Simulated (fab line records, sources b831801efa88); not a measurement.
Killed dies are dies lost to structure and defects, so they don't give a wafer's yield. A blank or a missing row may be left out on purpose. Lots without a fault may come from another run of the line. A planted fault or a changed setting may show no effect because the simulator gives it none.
Which tool did it? | flow sky130 | 7 lots, 21 wafers sampled, at 2 steps of a route of 708

WHAT THE GAUGES READ, wafer by wafer
SKY_METAL1_OVL_MEAS_16.
lot  | measured     | on         | METAL1_OVL (nm)
L790 | day 33 14:43 | overlay-02 | 5 10 10
L793 | day 34 08:23 | overlay-02 | 13 7 9
L794 | day 35 06:53 | overlay-01 | 5 3 8
L797 | day 36 06:10 | overlay-02 | 11 3 4
L799 | day 36 22:04 | overlay-01 | 6 3 3
L801 | day 37 07:13 | overlay-02 | 5 3 0
L810 | day 39 10:53 | overlay-02 | 0 10 3

WHICH TOOL RAN EACH LOT (tool, then ch and the chambers of the sampled wafers, then the start)
lot  | SKY_METAL1_SPUTTER_03
L790 | pvd_sputter-01, day 32 11:42
L793 | pvd_sputter-02, day 33 06:17
L794 | pvd_sputter-04, day 34 06:31
L797 | pvd_sputter-01, day 35 03:16
L799 | pvd_sputter-02, day 35 19:33
L801 | pvd_sputter-02, day 36 04:51
L810 | pvd_sputter-04, day 38 10:04
- SKY_METAL1_SPUTTER_03: material Ti, target thk 5 nm, time 3.3 s.

THE ANSWER, worked out from the rows above alone
Rule: what is usual is taken from the lots themselves. Put in order of their means at a reading, lots are off if they are a third of the lots or fewer, leave a main group of 4 or more, and stand apart from it by a gap of 3 or more times the standard deviation of the main group's means; of several such gaps the widest counts. A main group whose means are all the same, to the digits that the tables above print for the reading, isn't used. A lot without any number at a reading at which 4 lots or more have one is off too. The other lots that the step has rows for count as sound.
No lot is off at any reading shown: from this, nothing can be told.

WHAT THE SIMULATOR HAD PUT IN
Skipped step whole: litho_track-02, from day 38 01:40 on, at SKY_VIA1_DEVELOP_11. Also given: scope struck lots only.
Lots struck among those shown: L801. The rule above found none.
